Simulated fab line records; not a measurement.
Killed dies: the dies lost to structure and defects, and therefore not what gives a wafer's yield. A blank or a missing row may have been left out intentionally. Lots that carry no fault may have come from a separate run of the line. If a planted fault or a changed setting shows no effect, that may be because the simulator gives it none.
The tool behind it: which one? | flow gf180mcu | 7 lots, 21 wafers sampled, at 2 steps of a route of 602

== WHAT THE GAUGES READ, wafer by wafer ==
GF_DUAL_GATE_THK_MEAS_03.
lot  | measured     | on            | DUAL_GATE_OXIDATION_00_THK (nm)
L240 | day 7 22:09  | film-metro-02 | 10.77 11.04 11.13
L242 | day 8 11:31  | film-metro-01 | 10.83 11.04 10.73
L245 | day 9 07:13  | film-metro-01 | 11.11 11.17 10.99
L251 | day 11 02:14 | film-metro-02 | 9.11 9.15 9.06
L257 | day 12 17:18 | film-metro-03 | 10.97 10.99 10.88
L260 | day 13 16:13 | film-metro-02 | 11.01 11.06 11.28
L262 | day 14 08:56 | film-metro-03 | 10.85 10.93 10.97

== EACH LOT AND THE TOOL THAT RAN IT (in order: tool; ch and the chambers of the sampled wafers; start) ==
lot  | GF_DUAL_GATE_OXIDATION_02
L240 | furnace-01 ch 0, day 7 20:43
L242 | furnace-02 ch 0, day 8 10:04
L245 | furnace-02 ch 0, day 9 05:46
L251 | furnace-02 ch 0, day 11 00:44
L257 | furnace-01 ch 0, day 12 15:52
L260 | furnace-01 ch 0, day 13 14:46
L262 | furnace-02 ch 0, day 14 07:29
- GF_DUAL_GATE_OXIDATION_02: stabilise 600 s, purge 300 s, target thk 10.887 nm.

== THE ANSWER, worked out from the rows above alone ==
Rule: the lots themselves supply what counts as usual. Put in order of their means at a reading, lots are off if they are a third of the lots or fewer, leave a main group of 4 or more, and stand apart from it by a gap of 3 or more times the standard deviation of the main group's means; of several such gaps the widest counts. If all means in a main group match to the digits the tables above print for the reading, that group is not used. Also off: a lot with no number at a reading for which 4 or more lots have one. Any other lot the step has rows for is counted as sound.
Off: L251, at GF_DUAL_GATE_THK_MEAS_03 (DUAL_GATE_OXIDATION_00_THK). Main group: mean 10.99 nm, sd 0.09.
A tool fits if, at a process step before that reading, it ran every lot that is off, and no sound lot after the first of them. Those tools and the gauges at GF_DUAL_GATE_THK_MEAS_03 are tried in the same way. None of those tried fits.

== WHAT THE SIMULATOR HAD INSERTED ==
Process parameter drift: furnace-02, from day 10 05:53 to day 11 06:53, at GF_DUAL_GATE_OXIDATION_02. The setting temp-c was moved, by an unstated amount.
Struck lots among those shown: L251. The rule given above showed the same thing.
